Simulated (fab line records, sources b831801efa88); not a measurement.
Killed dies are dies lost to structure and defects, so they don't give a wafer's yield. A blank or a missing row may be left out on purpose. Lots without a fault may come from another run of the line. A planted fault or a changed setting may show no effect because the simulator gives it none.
fab line records | flow sky130
record lots=15 wafers=43 last_day=50
route steps=708 shown CONTACT@408
lots that met no fault: from a run of the same line without faults
start_h: hours from the record's first day to the start of the lot's first wafer shown | wait_h: hours since the lot's step before | " the same as in the row above | L1.1+2: a row that stands for several wafers | - no value, or no start given | * or withheld: withheld | < > ~ a bound
route shown NAME@n: a module of which the file shows steps, and the number in the route of the first | usual: mean/standard deviation of fault-free wafers | same: alike in all rows | chamber/n: place in a boat | sites: the reading at each site | _std_site: their standard deviation | _edge_site: outer sites' mean less inner sites' | radius_mm: how far each site lies from the wafer's centre | mask NAME#n: copy n | behind: the tool/chamber that last shaped the wafer | hold: why the lot was held/for how many hours/how that ended | device: the transistor (n, p or np) that didn't switch | end of line: the same wafers' tests at the end of the route | a step without rows: its recipe alone | killed: dies lost to structure and defects at the first sort, not the wafer's yield | map: a wafer's dies, x killed, . not, _ none there
set.NAME: the setting as run; set.NAME@STEP: as run at that earlier step | model.NAME: the simulator's own value behind a step, which no gauge read
steps of the route over a sample of lots; a table a step, a row a wafer
services: from which hour (start_h, from the record's first day; less than 0 if before it) a tool's chamber was out of use, for how many hours, and why
## steps
# step SKY_CONTACT_HDPCVD_02
# recipe material=SiO2 target_thk_nm=565 sigma_open_frac=0.3 time_s=94.2 temp_c=600 sih4_flow_sccm=60 pressure_mtorr=6
# columns lot.wafer tool chamber start_h wait_h
L861.1+2+3 hdpcvd-02 2,1,0 723.37 0.1
L862.2+3+4 hdpcvd-01 2,0,2 745.56 0.0
L863.1+4+6 hdpcvd-02 0,1,0 749.56 0.1
L867.1+4+6 hdpcvd-01 1,2,1 762.82 0.1
L865.2+6 hdpcvd-01 1 765.11 0.0
L868.1+4 hdpcvd-01 2,1 773.67 0.1
L874.4+5+6 hdpcvd-02 0,1,2 822.97 0.1
L876.1+2+4 hdpcvd-02 0,2,0 837.69 0.1
L878.1+3+5 hdpcvd-01 1,2,1 842.67 0.1
L879.1+2+4 hdpcvd-02 2,0,0 850.10 0.1
L880.1+3+6 hdpcvd-01 2,1,2 859.12 0.1
L881.1+2+5 hdpcvd-01 0,1,2 861.00 0.1
L883.4+5+6 hdpcvd-02 2,1,0 868.44 0.1
L882.1+5+6 hdpcvd-02 0,1,2 872.70 0.1
L884.2+3+6 hdpcvd-02 0,1,2 875.18 0.0
# step SKY_CONTACT_THK_MEAS_03
# recipe reads=SiO2_of_CONTACT_HDPCVD_02
# usual CONTACT_HDPCVD_THK=564/6
# columns lot.wafer tool chamber start_h wait_h CONTACT_HDPCVD_THK[nm]
L861.1 film_metro-03 - 723.44 0.0 563
L861.2 " - " " 580
L861.3 " - " " 568
L862.2 film_metro-03 - 745.64 0.0 567
L862.3 " - " " 561
L862.4 " - " " 564
L863.1 film_metro-02 - 749.63 0.0 571
L863.4 " - " " 566
L863.6 " - " " 570
L867.1 film_metro-04 - 762.89 0.0 572
L867.4 " - " " 450
L867.6 " - " " 453
L865.2 film_metro-03 - 765.19 0.0 566
L865.6 " - " " 442
L868.1 film_metro-04 - 773.74 0.0 561
L868.4 " - " " 440
L874.4 film_metro-04 - 823.03 0.0 565
L874.5 " - " " 558
L874.6 " - " " 562
L876.1 film_metro-04 - 837.79 0.1 567
L876.2 " - " " 569
L876.4 " - " " 570
L878.1 film_metro-03 - 842.74 0.0 565
L878.3 " - " " 569
L878.5 " - " " 558
L879.1 film_metro-03 - 850.20 0.1 558
L879.2 " - " " 560
L879.4 " - " " 561
L880.1 film_metro-04 - 859.19 0.0 563
L880.3 " - " " 561
L880.6 " - " " 560
L881.1 film_metro-02 - 861.07 0.0 560
L881.2 " - " " 565
L881.5 " - " " 570
L883.4 film_metro-04 - 868.50 0.0 572
L883.5 " - " " 564
L883.6 " - " " 565
L882.1 film_metro-03 - 872.76 0.0 573
L882.5 " - " " 567
L882.6 " - " " 569
L884.2 film_metro-02 - 875.26 0.0 562
L884.3 " - " " 562
L884.6 " - " " 565
# step SKY_CONTACT_CMP_04
# recipe material=SiO2 down_force_psi=4 platen_rpm=60 pad_velocity_m_s=0.94248
# usual motor_current_A=11.8/1.2 time_to_endpoint_s=81/3.6
# columns lot.wafer tool chamber start_h wait_h motor_current_A time_to_endpoint_s
L861.2 cmp-02 3 723.50 0.0 12.3 94
L861.3 " 1 " " 11.3 88
L861.1 " 2 " " 10.3 83
L862.2 cmp-02 1 745.74 0.1 11.3 80
L862.4 " 2 " " 10.5 83
L862.3 " 3 " " 13.3 84
L863.1 cmp-01 0 749.99 0.4 10.3 83
L863.4 " 2 " " 12.3 76
L863.6 " 0 " " 10.4 77
L867.1 cmp-01 3 762.95 0.1 14.5 83
L867.4 " 0 " " 10.4 36
L867.6 " 3 " " 13.5 38
L865.2 cmp-02 1 765.29 0.1 11.1 82
L865.6 " 0 " " 11.9 33
L868.1 cmp-01 2 773.85 0.1 12.3 77
L868.4 " 3 " " 13.7 33
L874.4 cmp-02 0 823.11 0.1 11.3 81
L874.6 " 3 " " 12.4 82
L874.5 " 0 " " 12.0 79
L876.1 cmp-02 3 837.90 0.1 11.9 85
L876.2 " 0 " " 10.8 80
L876.4 " 1 " " 11.6 87
L878.3 cmp-02 0 842.85 0.1 11.1 82
L878.1 " 1 " " 11.1 80
L878.5 " 0 " " 11.0 79
L879.1 cmp-02 3 850.26 0.1 12.5 82
L879.4 " 1 " " 11.7 79
L879.2 " 2 " " 10.2 79
L880.3 cmp-02 1 859.35 0.1 11.4 83
L880.1 " 2 " " 10.8 82
L880.6 " 0 " " 11.2 78
L881.2 cmp-01 1 861.13 0.0 13.7 82
L881.1 " 2 " " 12.0 82
L881.5 " 1 " " 13.5 83
L883.4 cmp-02 1 868.53 0.0 10.8 82
L883.5 " 1 " " 11.1 80
L883.6 " 2 " " 10.9 81
L882.1 cmp-02 0 872.82 0.1 11.4 84
L882.5 " 0 " " 11.0 78
L882.6 " 1 " " 11.2 83
L884.3 cmp-01 1 875.36 0.1 13.6 76
L884.2 " 2 " " 12.5 79
L884.6 " 0 " " 9.7 82
## services
# columns tool chamber start_h hours kind
hdpcvd-01 - 706.37 2.8 pm
cmp-01 - 744.48 4.0 pm
cmp-01 - 748.48 - consumable_replace:conditioner
cmp-01 - 748.48 - consumable_replace:pad
cmp-02 - 749.33 2.4 pm
cmp-01 - 785.61 3.7 pm
hdpcvd-01 0 811.99 4.4 repair
hdpcvd-02 1 835.63 21.9 repair
cmp-01 - 852.76 5.4 repair
hdpcvd-02 - 866.34 0.6 repair
## key
first_sign step=SKY_CONTACT_THK_MEAS_03 reading=CONTACT_HDPCVD_THK direction=down sigmas=20 usual=564 struck=446
effect step=SKY_CONTACT_CMP_04 reading=time_to_endpoint_s direction=down sigmas=13 usual=* struck=*
met_at SKY_CONTACT_HDPCVD_02
struck_lots L865,L867,L868
struck_wafers L865.6,L867.4,L867.6,L868.4
sort_left_out L865.6,L867.4,L867.6,L868.4
tester_left_out L865,L867,L868
onset_between 745.56 762.82
fault kind=process_parameter_drift tool=hdpcvd-01 chamber=- onset_h=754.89 steps=SKY_CONTACT_HDPCVD_02 channel=target_thk_nm offset=-119.21 shape=step end_h=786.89 scope=struck_wafers_only acts_in=these_recipes_only stated=565
# tester_left_out: of these lots the tester's yield and bins aren't shown, on N5 and GAA mostly nor the transistor test; their killed dies are dies lost to structure and defects alone, not to doping, threshold or leakage, so they don't give the yield
# sort_left_out: the simulated sort isn't trusted on such a fault, so these wafers' sort isn't shown, and their yield isn't known
